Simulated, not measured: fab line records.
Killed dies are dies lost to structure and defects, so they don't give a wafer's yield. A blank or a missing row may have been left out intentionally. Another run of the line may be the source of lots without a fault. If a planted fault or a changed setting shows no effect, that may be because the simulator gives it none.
8D (eight disciplines) problem report, filled in by code / flow gf180mcu / the parts of the form that need people (team, actions taken, sign-off) are left out

## 1. PROBLEM STATEMENT
Mean of beam on s at GF_VT_IMPLANT_IMPLANT_08: 11.08 s across 3 wafers in 3 lots; on wafers with no fault it is 9.99 s (standard deviation 0.18). Measured from the usual mean, that is +6.0 standard deviations.
Earliest sighting: wafer L837.5 on implanter-04 at day 10 13:04. At this step, 42 wafers from 15 lots have a number in the record. Rule for "out", or "out of limits": more than 4 standard deviations from the usual mean. The other wafers with a number count as sound.

## 2. WHAT THIS IS AND IS NOT
question=which readings at this step | is=beam on s, faraday current uA | is not=-
question=which lots | is=L837, L839, L840 | is not=L819, L820, L821, L822, L823, L824, L825, L826, L828, L830, L833, L842
question=which wafers of those lots | is=L837.5, L839.5, L840.5 | is not=L837.6, L839.3, L840.6
question=read on which tools | is=implanter-04 | is not=implanter-01, implanter-03
question=when | is=from day 10 13:04 | is not=up to then (34 sound wafers); but 5 sound wafers of L839, L840, L842 came after

## 3. SUSPECTS, AND WHAT RULES EACH OUT
Counting: if a tool at a process step up to the reading ran every lot that is out, it stays a suspect. Sound lots after the first of them don't rule it out here, since some wafers of a struck lot are sound.
- implanter-04 at GF_VT_IMPLANT_IMPLANT_08: kept. Every lot that is out went through it, the first being L837 (day 10 13:04); the last sound lot it ran before that was L833 (day 9 05:08). Its own readings are out on those wafers: beam on s, faraday current uA.
Remaining after the count: implanter-04 at GF_VT_IMPLANT_IMPLANT_08.

## 4. THE CAUSE (what the simulator had put in)
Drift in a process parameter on implanter-04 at GF_VT_IMPLANT_IMPLANT_08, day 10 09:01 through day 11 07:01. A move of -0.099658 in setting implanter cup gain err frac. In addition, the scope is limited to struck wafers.
Counting left only this tool.

## 5. THE EFFECT CHAIN, in route order
Each row: a reading where the mean over the struck wafers with a number is more than 3 standard deviations away from the usual. Scope: only readings with a usual standard deviation given in the record; hours: median across lots of the time from each lot's start at the first step in this table that gives one to its start at this step; sigmas: change in usual standard deviations.
hours=0; step=GF_VT_IMPLANT_IMPLANT_08; reading=beam on s; usual=9.99 s; on struck wafers=11.08; change=+1.09; sigmas=+6.0
hours=0; step=GF_VT_IMPLANT_IMPLANT_08; reading=faraday current uA; usual=46.8; on struck wafers=42.2; change=-4.6; sigmas=-5.4
Process steps it contains:
- GF_VT_IMPLANT_IMPLANT_08
Later steps that measure or inspect, where all struck wafers having a row at the step show a number for every such reading and not one has moved that far: GF_VT_IMPLANT_TW_MEAS_21, GF_DUAL_GATE_THK_MEAS_03.

## 6. WHAT WOULD HAVE CAUGHT IT SOONER
First out-of-limits reading in this record: day 10 13:04, which is 4 hours after fault onset at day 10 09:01.
